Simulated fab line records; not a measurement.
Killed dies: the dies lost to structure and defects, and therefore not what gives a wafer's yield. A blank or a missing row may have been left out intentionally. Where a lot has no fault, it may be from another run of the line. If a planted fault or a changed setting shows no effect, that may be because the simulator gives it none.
A struck lot beside a sound one -- flow gf180mcu -- 15 out of 602 route steps
Sound: the wafers L942.3, L942.4, L942.5. Struck: wafers L955.1, L955.6. (L955.2 of the same lot was not struck and is left out.) The cause comes at the end.
Per side, at each step with rows, come the tool, then ch with its chambers, and then its first start. Under that, the readings that differ: sound wafers -- struck wafers -- difference of the means -- sigmas: that difference in standard deviations of wafers without a fault.
alike: readings whose means differ by less than 2 such deviations, and words and numbers that are the same on both sides. not compared: withheld readings, readings that some wafer has no value for, bounds like >300 that may hide the same value, and numbers for which the record gives no deviation and whose values overlap.
Wherever a step has rows on one side only, a row that says differs or no value, or a row with sigmas, the two part there. Numbers that have no deviation but don't overlap get no sigmas and don't part them. A reading missing from all wafers of one side parts the sides only when that side holds two or more wafers.

GF_V5_CMP_04: polishes SiO2.
  sound on cmp-01 ch 0,1,3, day 27 19:23; struck on cmp-01 ch 1,3, day 31 11:17
  alike: motor_current_A, retaining_ring_pressure_frac
GF_V5_BOW_MEAS_05:
  sound on film_metro-03, day 27 19:41; struck on film_metro-04, day 31 11:35
  alike: V5_BOW
then, 8 steps without rows for these wafers: GF_V5_DEHYDRATE_06 (time 60 s); GF_V5_HMDS_07 (prime time 60 s); GF_V5_COAT_08; GF_V5_COAT_09 (resist thk 1000 nm); GF_V5_SOFTBAKE_10 (time 60 s); GF_V5_EXPOSE_11 (exposes mask Via5, target cd 260 nm); GF_V5_PEB_12 (peb time 90 s); GF_V5_DEVELOP_13 (develop time 60 s).
GF_V5_CD_MEAS_14 targets a cd of 260 nm.
  sound on cd_sem-01, day 28 15:41; struck on cd_sem-02, day 32 04:26
  alike: cd_nm
GF_V5_OVL_MEAS_15:
  sound on overlay-02, day 28 15:46; struck on overlay-01, day 32 04:33
  alike: V5_OVL
GF_V5_ETCH_16: etches BARC in N2/H2.
  sound on rie_diel-03 ch 1,2, day 28 15:48; struck on rie_diel-03 ch 1, day 32 04:35
reading,sound,struck,difference,sigmas
bias_w (W),99.7 100.3 100.0,93.6 93.6,-6.4,-20
  alike: drypump_motor_current_A, oes_product_au, throttle_valve_pct
GF_V5_ETCH_17: etches SiO2 in C4F8/O2/Ar, stops on TiN, target depth 855 nm.
  sound on rie_diel-03 ch 1,2; struck on rie_diel-03 ch 1
  alike: bias_w, oes_product_au
after that, 1 step had no rows for these wafers: GF_PASSIVATION_PROBE_99.

WHERE THEY PART
Within this record, at GF_V5_ETCH_16 only. Later steps at which nothing parts them and some readings are alike: GF_V5_ETCH_17.

WHY: what had been put in by the simulator
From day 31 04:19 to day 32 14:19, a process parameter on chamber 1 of rie_diel-03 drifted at GF_V5_ETCH_16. A move of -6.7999 in setting bias_w, from 100. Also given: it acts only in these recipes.
